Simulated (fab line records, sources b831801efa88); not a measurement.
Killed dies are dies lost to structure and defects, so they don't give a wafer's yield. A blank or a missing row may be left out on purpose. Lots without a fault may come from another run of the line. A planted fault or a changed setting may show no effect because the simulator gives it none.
fab line records | flow sky130
record lots=6 wafers=17 last_day=50
route steps=708 shown METAL3@556 PAD_OPEN@708
lots that met no fault: from a run of the same line without faults
start_h: hours from the record's first day to the start of the lot's first wafer shown | wait_h: hours since the lot's step before | " the same as in the row above | L1.1+2: a row that stands for several wafers | - no value, or no start given | * or withheld: withheld | < > ~ a bound
route shown NAME@n: a module of which the file shows steps, and the number in the route of the first | usual: mean/standard deviation of fault-free wafers | same: alike in all rows | chamber/n: place in a boat | sites: the reading at each site | _std_site: their standard deviation | _edge_site: outer sites' mean less inner sites' | radius_mm: how far each site lies from the wafer's centre | mask NAME#n: copy n | behind: the tool/chamber that last shaped the wafer | hold: why the lot was held/for how many hours/how that ended | device: the transistor (n, p or np) that didn't switch | end of line: the same wafers' tests at the end of the route | a step without rows: its recipe alone | killed: dies lost to structure and defects at the first sort, not the wafer's yield | map: a wafer's dies, x killed, . not, _ none there
set.NAME: the setting as run; set.NAME@STEP: as run at that earlier step | model.NAME: the simulator's own value behind a step, which no gauge read
lots at some steps of the route; a table a step, a row a wafer
services: from which hour (start_h, from the record's first day; less than 0 if before it) a tool's chamber was out of use, for how many hours, and why
## steps
# step SKY_METAL3_HMDS_06
# recipe prime_time_s=60 prime_temp_c=120
# step SKY_METAL3_COAT_07
# recipe resist=BARC temp_c=withheld time_s=withheld spin_rpm=3000 resist_thk_nm=60
# step SKY_METAL3_COAT_08
# recipe resist=KrF-thick spin_rpm=3000 resist_thk_nm=1140
# step SKY_METAL3_SOFTBAKE_09
# recipe temp_c=100 time_s=90 resist=KrF-thick
# step SKY_METAL3_EXPOSE_10
# recipe mask_id=MM3 na=0.68 source_shape=annular sigma_inner=0.4 sigma_outer=0.8 target_cd_nm=300 dose_mj=28
# step SKY_METAL3_PEB_11
# recipe peb_temp_c=withheld peb_time_s=withheld resist=KrF-thick
# step SKY_METAL3_DEVELOP_12
# recipe develop_time_s=60 resist=KrF-thick dev_temp_c=21
# step SKY_METAL3_CD_MEAS_13
# recipe target_cd_nm=300
# usual cd_nm=300.0/1.3
# columns lot.wafer tool chamber start_h wait_h cd_nm
L705.1 cd_sem-02 - 912.87 - 299.7
L705.2 " - " " 300.1
L705.4 " - " " 301.2
L706.1 cd_sem-02 - 924.24 - 301.3
L706.2 " - " " 300.2
L706.6 " - " " 299.3
L709.4 cd_sem-01 - 945.62 - 297.7
L709.5 " - " " 299.6
L709.6 " - " " 300.3
L712.3 cd_sem-01 - 965.61 - 303.6
L712.5 " - " " 303.3
L718.3 cd_sem-02 - 1012.53 - 301.1
L718.4 " - " " 300.7
L718.6 " - " " 299.1
L726.2 cd_sem-01 - 1060.31 - 296.0
L726.3 " - " " 298.2
L726.6 " - " " 297.5
# step SKY_METAL3_OVL_MEAS_14
# usual METAL3_OVL=-1/5.3
# columns lot.wafer tool chamber start_h wait_h METAL3_OVL[nm]
L705.1 overlay-02 - 912.99 0.1 -4
L705.2 " - " " -1
L705.4 " - " " -5
L706.1 overlay-01 - 924.36 0.1 6
L706.2 " - " " -1
L706.6 " - " " 2
L709.4 overlay-01 - 945.70 0.1 -3
L709.5 " - " " -3
L709.6 " - " " -8
L712.3 overlay-01 - 965.70 0.1 -5
L712.5 " - " " -2
L718.3 overlay-01 - 1012.62 0.1 -7
L718.4 " - " " 3
L718.6 " - " " 0
L726.2 overlay-02 - 1060.41 0.1 -6
L726.3 " - " " -10
L726.6 " - " " -4
# step SKY_METAL3_DESCUM_15
# recipe chemistry=O2 source_power_w=150 bias_power_w=0 pressure_mtorr=10 temp_c=40 time_s=8
# usual drypump_motor_current_A=5.58/0.24 oes_product_au=1.003/0.0081
# columns lot.wafer tool chamber start_h wait_h drypump_motor_current_A oes_product_au rf_hours_counter_h
L705.1 rie_metal-01 1 913.03 0.0 5.68 1.012 14
L705.2 " 0 " " 5.65 1.007 13
L705.4 " 1 " " 5.68 1.004 -
L706.1 rie_metal-04 0 924.39 0.0 5.88 1.021 10
L706.2 " 1 " " 5.25 1.004 9
L706.6 " 1 " " 5.25 1.001 -
L709.4 rie_metal-01 1 945.73 0.0 5.66 1.007 -
L709.5 " 0 " " 5.63 1.000 -
L709.6 " 1 " " 5.67 1.002 -
L712.3 rie_metal-01 1 965.74 0.0 5.66 1.010 -
L712.5 " 1 " " 5.67 1.013 -
L718.3 rie_metal-04 0 1012.65 0.0 5.86 1.017 -
L718.4 " 1 " " 5.22 1.011 -
L718.6 " 0 " " 5.84 1.027 -
L726.2 rie_metal-04 1 1060.44 0.0 5.23 0.994 15
L726.3 " 1 " " 5.24 1.005 -
L726.6 " 0 " " 5.85 1.004 -
# step SKY_METAL3_ETCH_16
# recipe chemistry=N2/H2 target=BARC ion_energy_ev=200 bias_w=100 pressure_mtorr=30 n2_flow_sccm=100 h2_flow_sccm=200 icp_w=500 stop_on=SiO2 time_s=88.2 target_depth_a=600
# usual drypump_motor_current_A=5.59/0.24 n2_flow_sccm=99.99/0.28 oes_product_au=0.626/0.0048 throttle_valve_pct=13.204/0.0081
# columns lot.wafer tool chamber start_h wait_h drypump_motor_current_A n2_flow_sccm oes_product_au rf_hours_counter_h throttle_valve_pct
L705.1 rie_metal-01 1 913.06 0.0 5.72 100.12 0.621 14 13.208
L705.2 " 0 " " 5.63 100.38 0.629 13 13.213
L705.4 " 1 " " 5.68 100.01 0.624 - 13.194
L706.1 rie_metal-04 0 924.42 0.0 5.85 100.40 0.634 10 13.202
L706.2 " 1 " " 5.22 100.18 0.629 9 13.200
L706.6 " 1 " " 5.22 100.49 0.615 - 13.195
L709.4 rie_metal-01 1 945.78 0.0 5.68 100.19 0.627 - 13.209
L709.5 " 0 " " 5.66 99.97 0.626 - 13.205
L709.6 " 1 " " 5.73 99.78 0.620 - 13.208
L712.3 rie_metal-01 1 965.79 0.0 5.67 100.09 0.626 - 13.206
L712.5 " 1 " " 5.68 99.98 0.630 - 13.210
L718.3 rie_metal-04 0 1012.71 0.0 5.88 99.90 0.632 - 13.209
L718.4 " 1 " " 5.20 100.03 0.617 - 13.200
L718.6 " 0 " " 5.86 99.87 0.627 - 13.211
L726.2 rie_metal-04 1 1060.47 0.0 5.26 100.43 0.629 15 13.219
L726.3 " 1 " " 5.26 100.17 0.625 - 13.206
L726.6 " 0 " " 5.87 100.02 0.633 - 13.211
# step SKY_METAL3_ETCH_17
# recipe target=SiO2 stop_on=TiN chemistry=C4F8/O2/Ar source_w=1500 bias_w=1200 pressure_mtorr=40 c4f8_flow_sccm=withheld O2_flow_sccm=6 Ar_flow_sccm=300 time_s=3.9 target_depth_a=150
# usual oes_product_au=0.754/0.0082
# columns lot.wafer tool chamber start_h wait_h oes_product_au rf_hours_counter_h
L705.1 rie_diel-04 1 913.16 0.1 0.749 5
L705.2 " 3 " " 0.753 9
L705.4 " 1 " " 0.759 -
L706.1 rie_diel-02 1 924.52 0.1 0.745 11
L706.2 " 0 " " 0.749 15
L706.6 " 0 " " 0.744 -
L709.4 rie_diel-04 3 945.84 0.0 0.763 10
L709.5 " 2 " " 0.762 -
L709.6 " 3 " " 0.763 -
L712.3 rie_diel-02 1 965.86 0.0 0.760 12
L712.5 " 3 " " 0.750 -
L718.3 rie_diel-02 3 1012.78 0.0 0.765 -
L718.4 " 1 " " 0.750 -
L718.6 " 3 " " 0.756 -
L726.2 rie_diel-04 0 1060.57 0.1 0.755 7
L726.3 " 3 " " 0.750 13
L726.6 " 0 " " 0.765 -
# step SKY_METAL3_METAL_ETCH_18
# recipe target_depth_a=8450 stop_on=SiO2 over_etch_frac=0.3 time_s=183.1 chemistry=Cl2/BCl3 resist_sidewall_deg=88 pressure_mtorr=10 icp_w=900 bias_w=48.5 Cl2_flow_sccm=60 bcl3_flow_sccm=30
# usual bcl3_flow_sccm=30.00/0.089 drypump_motor_current_A=5.57/0.25 oes_product_au=0.864/0.0071 throttle_valve_pct=22.265/0.0098
# columns lot.wafer tool chamber start_h wait_h bcl3_flow_sccm drypump_motor_current_A oes_product_au rf_hours_counter_h throttle_valve_pct model.KrF-thick_of_METAL3_COAT_08.thk_nm model.METAL3.feature_depth_nm model.etch.depth_nm
L705.1 rie_metal-02 0 913.17 0.0 29.80 5.28 0.863 11 22.268 522 860.4 860.4
L705.2 " 1 " " 30.07 5.82 0.866 2 22.258 516.8 855 855
L705.4 " 1 " " 30.04 5.84 0.855 - 22.283 519.2 848.9 848.9
L706.1 rie_metal-01 1 924.54 0.0 29.92 5.68 0.873 14 22.260 511.3 875.5 875.5
L706.2 " 0 " " 30.09 5.66 0.876 13 22.281 521.7 881.2 881.2
L706.6 " 0 " " 30.02 5.64 0.874 - 22.263 528 882.4 882.4
L709.4 rie_metal-02 1 945.92 0.1 30.03 5.79 0.863 - 22.284 515.1 863.5 863.5
L709.5 " 0 " " 29.99 5.29 0.749 - 22.261 736.9 663.1 663.1
L709.6 " 1 " " 29.97 5.81 0.762 - 22.264 728.3 684.9 684.9
L712.3 rie_metal-02 0 965.93 0.1 29.86 5.29 0.868 - 22.268 530.4 866.8 866.8
L712.5 " 0 " " 29.92 5.28 0.761 - 22.264 740.4 668.3 668.3
L718.3 rie_metal-01 1 1012.92 0.1 30.10 5.68 0.863 - 22.263 525.5 856.4 856.4
L718.4 " 1 " " 30.09 5.64 0.857 - 22.261 529.1 848.9 848.9
L718.6 " 1 " " 30.14 5.67 0.848 - 22.264 522.3 851.1 851.1
L726.2 rie_metal-02 0 1060.59 0.0 30.11 5.28 0.876 20 22.279 531.1 875.1 875.1
L726.3 " 0 " " 30.08 5.27 0.867 - 22.271 528.7 870.1 870.1
L726.6 " 0 " " 30.02 5.30 0.873 - 22.272 526.9 870.9 870.9
# step SKY_METAL3_STRIP_19
# recipe chemistry=O2/N2 power_w=1400 pressure_mtorr=1500 platen_temp_c=withheld o2_flow_sccm=3000 n2_flow_sccm=300 overash_fraction=0.5
# usual drypump_motor_current_A=5.7/0.42 n2_flow_sccm=300.2/0.92 oes_product_au=0.502/0.0054 strip_time_to_endpoint_s=6.52/0.074
# columns lot.wafer tool chamber start_h wait_h drypump_motor_current_A n2_flow_sccm oes_product_au rf_hours_counter_h strip_time_to_endpoint_s
L705.1 plasma_asher-03 0 913.35 0.1 5.3 300.2 0.502 75 6.48
L705.2 " 1 " " 4.9 301.7 0.506 75 6.43
L705.4 " 1 " " 4.8 300.8 0.501 - 6.45
L706.1 plasma_asher-02 0 924.72 0.1 5.7 300.2 0.499 109 6.37
L706.2 " 1 " " 5.8 300.2 0.497 109 6.49
L706.6 " 0 " " 5.7 301.0 0.500 - 6.55
L709.4 plasma_asher-04 1 946.07 0.1 6.2 300.9 0.495 - 6.41
L709.5 " 1 " " 6.2 300.4 0.583 - 8.60
L709.6 " 0 " " 5.8 299.5 0.595 - 8.52
L712.3 plasma_asher-02 1 966.09 0.1 5.8 301.4 0.507 - 6.59
L712.5 " 1 " " 5.8 300.9 0.590 - 8.62
L718.3 plasma_asher-02 1 1013.19 0.2 5.8 300.1 0.507 - 6.54
L718.4 " 0 " " 5.7 301.1 0.506 - 6.54
L718.6 " 1 " " 5.8 300.7 0.505 - 6.49
L726.2 plasma_asher-04 0 1060.77 0.1 5.8 299.6 0.502 64 6.58
L726.3 " 1 " " 6.3 301.1 0.495 - 6.55
L726.6 " 1 " " 6.2 299.3 0.501 - 6.54
# step SKY_METAL3_STRIP_20
# recipe chemistry=post_etch_residue_remover time_s=1200 temp_c=72.5
# step SKY_PAD_OPEN_PROBE_99
# usual defect_limited_yield=82.4/2 killed_at_M0_to_M3=44/6.5 killed_at_M4_up=3.3/1.7 killed_at_contacts=25/5.3 killed_at_front_end=15/5 killed_at_other=0.2/0.47 killed_dies=87/9.9 killed_on_rim=17/3.8 killed_open=47/8 killed_short=39/6.1 sort_bin_3_pad_short=0.9/0.43 sort_bin_5_function=10.4/1.5 sort_bin_6_memory=6.2/1.2 sort_n_pass=405/9.9 sort_yield_pct=82.4/2
# same gross_dies=492 killed_at_back_side=0 sort_bin_4_leakage[%]=0 sort_bin_8_speed[%]=0
# columns lot.wafer tool chamber start_h wait_h defect_limited_yield[%] killed_at_M0_to_M3 killed_at_M4_up killed_at_contacts killed_at_front_end killed_at_other killed_dies killed_on_rim killed_open killed_short sort_bin_3_pad_short[%] sort_bin_5_function[%] sort_bin_6_memory[%] sort_n_pass sort_yield_pct[%]
L705.1 prober-01 - 1085.73 0.1 83.7 37 4 31 8 0 80 12 46 34 0.6 11.8 3.9 412 83.7
L705.2 prober-01 - 1085.78 0.1 84.6 37 3 21 14 1 76 16 35 41 0.8 9.6 5.1 416 84.6
L705.4 prober-01 - 1085.88 0.2 87.4 35 4 15 7 1 62 13 36 26 0.6 6.3 5.7 430 87.4
L706.1 prober-02 - 1092.48 0.1 84.6 34 2 23 16 1 76 18 42 34 0.2 8.5 6.7 416 84.6
L706.2 prober-02 - 1092.53 0.1 83.1 43 7 22 11 0 83 17 46 37 1.0 11.6 4.3 409 83.1
L706.6 prober-02 - 1092.73 0.2 80.1 49 2 26 21 0 98 24 56 42 1.0 11.6 7.3 394 80.1
L709.4 prober-01 - 1113.63 0.2 83.3 36 6 26 14 0 82 13 43 39 0.8 10.8 5.1 410 83.3
L709.5 prober-01 - 1113.68 0.2 0 449 6 19 17 1 492 96 47 34 1.2 93.7 5.1 0 0
L709.6 prober-01 - 1113.73 0.2 0 443 2 24 22 1 492 96 50 36 1.0 92.7 6.3 0 0
L712.3 prober-02 - 1128.50 0.2 83.5 43 3 22 13 0 81 11 43 38 0.4 10.6 5.5 411 83.5
L712.5 prober-02 - 1128.60 0.2 0 444 3 21 24 0 492 96 53 44 1.2 92.9 5.9 0 0
L718.3 prober-02 - 1165.04 0.2 80.7 41 5 31 18 0 95 19 61 34 1.4 11.6 6.3 397 80.7
L718.4 prober-02 - 1165.09 0.2 80.9 48 3 26 17 0 94 12 50 44 1.0 9.1 8.9 398 80.9
L718.6 prober-02 - 1165.19 0.2 80.9 44 3 27 20 0 94 15 44 50 0.8 10.0 8.3 398 80.9
L726.2 prober-02 - 1200.44 0.1 83.7 40 4 25 11 0 80 14 43 37 0.6 9.6 6.1 412 83.7
L726.3 prober-02 - 1200.49 0.2 78.5 49 4 28 25 0 106 18 54 52 0.8 12.8 7.9 386 78.5
L726.6 prober-02 - 1200.64 0.2 85.2 43 4 19 7 0 73 22 44 29 1.0 9.6 4.3 419 85.2
# killed by level:class
L705.1 CONTACT:geometric_particle:open=14 LI_CONTACT:geometric_particle:open=8 VIA1:geometric_particle:open=7 METAL1:geometric_particle:short=6 CONTACT:geometric_particle:short=5 VIA2:geometric_particle:open=5 VIA3:geometric_particle:open=5 POLY_GATE:geometric_particle:short=4
L705.2 VIA1:geometric_particle:open=9 LI_CONTACT:geometric_particle:open=7 VIA3:geometric_particle:short=5 LOCAL_INTERCONNECT:geometric_particle:short=5 METAL1:geometric_particle:short=5 VIA1:geometric_particle:short=5 POLY_GATE:geometric_particle:short=4 VIA3:geometric_particle:open=4
L705.4 CONTACT:geometric_particle:open=8 VIA1:geometric_particle:open=7 VIA3:geometric_particle:open=6 METAL1:geometric_particle:short=5 VIA2:geometric_particle:open=5 POLY_GATE:geometric_particle:open=3 LI_CONTACT:geometric_particle:short=3 VIA1:geometric_particle:short=3
L706.1 LI_CONTACT:geometric_particle:open=10 METAL1:geometric_particle:short=8 CONTACT:geometric_particle:open=6 VIA1:geometric_particle:open=5 VIA1:geometric_particle:short=5 CONTACT:geometric_particle:short=4 VIA2:geometric_particle:short=4 FIELD_ISO:geometric_particle:open=3
L706.2 VIA1:geometric_particle:open=9 CONTACT:geometric_particle:open=6 VIA2:geometric_particle:open=6 LI_CONTACT:geometric_particle:open=5 VIA3:geometric_particle:short=4 CONTACT:geometric_particle:short=4 METAL1:geometric_particle:short=4 METAL2:geometric_particle:short=4
L706.6 VIA1:geometric_particle:open=10 FIELD_ISO:geometric_particle:open=9 VIA2:geometric_particle:open=9 VIA3:geometric_particle:open=8 CONTACT:geometric_particle:short=7 CONTACT:geometric_particle:open=7 VIA3:geometric_particle:short=6 LI_CONTACT:geometric_particle:open=5
L709.4 CONTACT:geometric_particle:open=12 VIA1:geometric_particle:open=6 METAL2:geometric_particle:short=6 VIA3:geometric_particle:open=6 FIELD_ISO:geometric_particle:open=5 LI_CONTACT:geometric_particle:open=5 METAL1:geometric_particle:short=5 METAL4:geometric_particle:short=5
L709.5 METAL3:area_etch=411 VIA1:geometric_particle:open=10 VIA3:geometric_particle:open=8 LI_CONTACT:geometric_particle:open=6 FIELD_ISO:geometric_particle:open=5 POLY_GATE:geometric_particle:short=5 METAL1:geometric_particle:short=5 CONTACT:geometric_particle:open=5
L709.6 METAL3:area_etch=406 CONTACT:geometric_particle:open=11 VIA1:geometric_particle:open=9 METAL1:geometric_particle:short=8 FIELD_ISO:geometric_particle:open=7 FIELD_ISO:geometric_particle:short=5 LI_CONTACT:geometric_particle:open=5 METAL2:geometric_particle:short=5
L712.3 VIA1:geometric_particle:open=8 CONTACT:geometric_particle:open=7 VIA2:geometric_particle:open=7 FIELD_ISO:geometric_particle:short=6 CONTACT:geometric_particle:short=6 METAL3:geometric_particle:short=6 LI_CONTACT:geometric_particle:open=5 VIA3:geometric_particle:open=5
L712.5 METAL3:area_etch=395 CONTACT:geometric_particle:open=9 VIA3:geometric_particle:open=8 VIA1:geometric_particle:open=8 VIA2:geometric_particle:open=8 FIELD_ISO:geometric_particle:short=7 METAL2:geometric_particle:short=6 VIA1:geometric_particle:short=5
L718.3 VIA1:geometric_particle:open=15 CONTACT:geometric_particle:open=10 LI_CONTACT:geometric_particle:open=8 CONTACT:geometric_particle:short=8 FIELD_ISO:geometric_particle:open=6 VIA2:geometric_particle:open=6 FIELD_ISO:geometric_particle:short=4 METAL1:geometric_particle:short=4
L718.4 VIA1:geometric_particle:open=10 VIA3:geometric_particle:open=9 METAL2:geometric_particle:short=7 LI_CONTACT:geometric_particle:open=7 CONTACT:geometric_particle:open=7 FIELD_ISO:geometric_particle:short=6 FIELD_ISO:geometric_particle:open=6 CONTACT:geometric_particle:short=6
L718.6 CONTACT:geometric_particle:open=10 FIELD_ISO:geometric_particle:short=7 VIA3:geometric_particle:open=7 METAL2:geometric_particle:short=7 VIA1:geometric_particle:short=7 VIA1:geometric_particle:open=7 LOCAL_INTERCONNECT:geometric_particle:short=6 FIELD_ISO:geometric_particle:open=5
L726.2 VIA1:geometric_particle:open=10 CONTACT:geometric_particle:open=8 LI_CONTACT:geometric_particle:open=6 LOCAL_INTERCONNECT:geometric_particle:short=5 METAL1:geometric_particle:short=4 VIA1:geometric_particle:short=4 VIA2:geometric_particle:open=4 VIA3:geometric_particle:open=4
L726.3 CONTACT:geometric_particle:open=12 VIA1:geometric_particle:open=11 FIELD_ISO:geometric_particle:open=7 POLY_GATE:geometric_particle:short=7 VIA2:geometric_particle:short=6 FIELD_ISO:geometric_particle:short=5 POLY_GATE:geometric_particle:open=5 LOCAL_INTERCONNECT:geometric_particle:short=5
L726.6 VIA1:geometric_particle:open=14 CONTACT:geometric_particle:open=8 CONTACT:geometric_particle:short=5 VIA2:geometric_particle:open=5 VIA1:geometric_particle:short=4 METAL2:geometric_particle:short=4 FIELD_ISO:geometric_particle:open=3 METAL1:geometric_particle:short=3
# map L709.5 (x killed, . not)
__________xxxxxxxxxx_________
________xxxxxxxxxxxxxx_______
______xxxxxxxxxxxxxxxxxx_____
_____xxxxxxxxxxxxxxxxxxxx____
____xxxxxxxxxxxxxxxxxxxxxx___
___xxxxxxxxxxxxxxxxxxxxxxxx__
__xxxxxxxxxxxxxxxxxxxxxxxxxx_
_xxxxxxxxxxxxxxxxxxxxxxxxxxxx
_xxxxxxxxxxxxxxxxxxxxxxxxxxxx
_xxxxxxxxxxxxxxxxxxxxxxxxxxxx
_xxxxxxxxxxxxxxxxxxxxxxxxxxxx
_xxxxxxxxxxxxxxxxxxxxxxxxxxxx
_xxxxxxxxxxxxxxxxxxxxxxxxxxxx
_xxxxxxxxxxxxxxxxxxxxxxxxxxxx
_xxxxxxxxxxxxxxxxxxxxxxxxxxxx
__xxxxxxxxxxxxxxxxxxxxxxxxxx_
___xxxxxxxxxxxxxxxxxxxxxxxx__
____xxxxxxxxxxxxxxxxxxxxxx___
_____xxxxxxxxxxxxxxxxxxxx____
______xxxxxxxxxxxxxxxxxx_____
________xxxxxxxxxxxxxx_______
__________xxxxxxxxxx_________
# map L712.5 (x killed, . not)
__________xxxxxxxxxx_________
________xxxxxxxxxxxxxx_______
______xxxxxxxxxxxxxxxxxx_____
_____xxxxxxxxxxxxxxxxxxxx____
____xxxxxxxxxxxxxxxxxxxxxx___
___xxxxxxxxxxxxxxxxxxxxxxxx__
__xxxxxxxxxxxxxxxxxxxxxxxxxx_
_xxxxxxxxxxxxxxxxxxxxxxxxxxxx
_xxxxxxxxxxxxxxxxxxxxxxxxxxxx
_xxxxxxxxxxxxxxxxxxxxxxxxxxxx
_xxxxxxxxxxxxxxxxxxxxxxxxxxxx
_xxxxxxxxxxxxxxxxxxxxxxxxxxxx
_xxxxxxxxxxxxxxxxxxxxxxxxxxxx
_xxxxxxxxxxxxxxxxxxxxxxxxxxxx
_xxxxxxxxxxxxxxxxxxxxxxxxxxxx
__xxxxxxxxxxxxxxxxxxxxxxxxxx_
___xxxxxxxxxxxxxxxxxxxxxxxx__
____xxxxxxxxxxxxxxxxxxxxxx___
_____xxxxxxxxxxxxxxxxxxxx____
______xxxxxxxxxxxxxxxxxx_____
________xxxxxxxxxxxxxx_______
__________xxxxxxxxxx_________
## services
# columns tool chamber start_h hours kind
rie_diel-02 2 939.54 6.5 repair
rie_diel-04 - 949.04 1.0 repair
rie_diel-04 1 969.12 3.3 repair
rie_diel-02 2 970.29 10.5 repair
rie_diel-02 0 986.08 10.7 repair
rie_diel-04 2 988.15 - clean
rie_diel-04 2 988.15 37.7 scheduled_down
rie_diel-04 2 988.15 37.7 vent_cycle
plasma_asher-03 - 988.18 1.3 repair
rie_diel-02 0 1009.67 21.2 repair
rie_metal-01 0 1010.40 10.6 repair
rie_diel-02 2 1012.58 4.7 repair
rie_metal-01 - 1025.95 1.3 repair
rie_metal-01 1 1046.89 4.7 repair
plasma_asher-02 - 1055.25 9.0 pm
plasma_asher-02 0 1055.25 9.0 vent_cycle
plasma_asher-02 1 1055.25 9.0 vent_cycle
## key
first_sign step=SKY_METAL3_METAL_ETCH_18 reading=oes_product_au direction=down sigmas=15 usual=0.864 struck=0.758
effect step=SKY_METAL3_STRIP_19 reading=strip_time_to_endpoint_s direction=up sigmas=28 usual=* struck=*
effect step=SKY_PAD_OPEN_PROBE_99 reading=killed_at_M0_to_M3 direction=up sigmas=61 usual=44 struck=445
model_effect step=SKY_METAL3_METAL_ETCH_18 value=KrF-thick_of_METAL3_COAT_08.thk_nm without=524.4 struck=735.2
more_kills_born_at SKY_METAL3_METAL_ETCH_18@rie_metal-02=1212
met_at SKY_METAL3_METAL_ETCH_18
struck_wafers L709.5,L709.6,L712.5
later_rows_left_out L709.5,L709.6,L712.5
onset_between 913.17 945.92
fault kind=process_parameter_drift tool=rie_metal-02 chamber=- onset_h=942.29 steps=SKY_METAL3_METAL_ETCH_18 channel=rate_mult offset=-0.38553 shape=step end_h=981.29 scope=struck_wafers_only
# later_rows_left_out: the simulator's readings of these wafers behind a module that went badly wrong aren't trusted and aren't shown, but for the sort
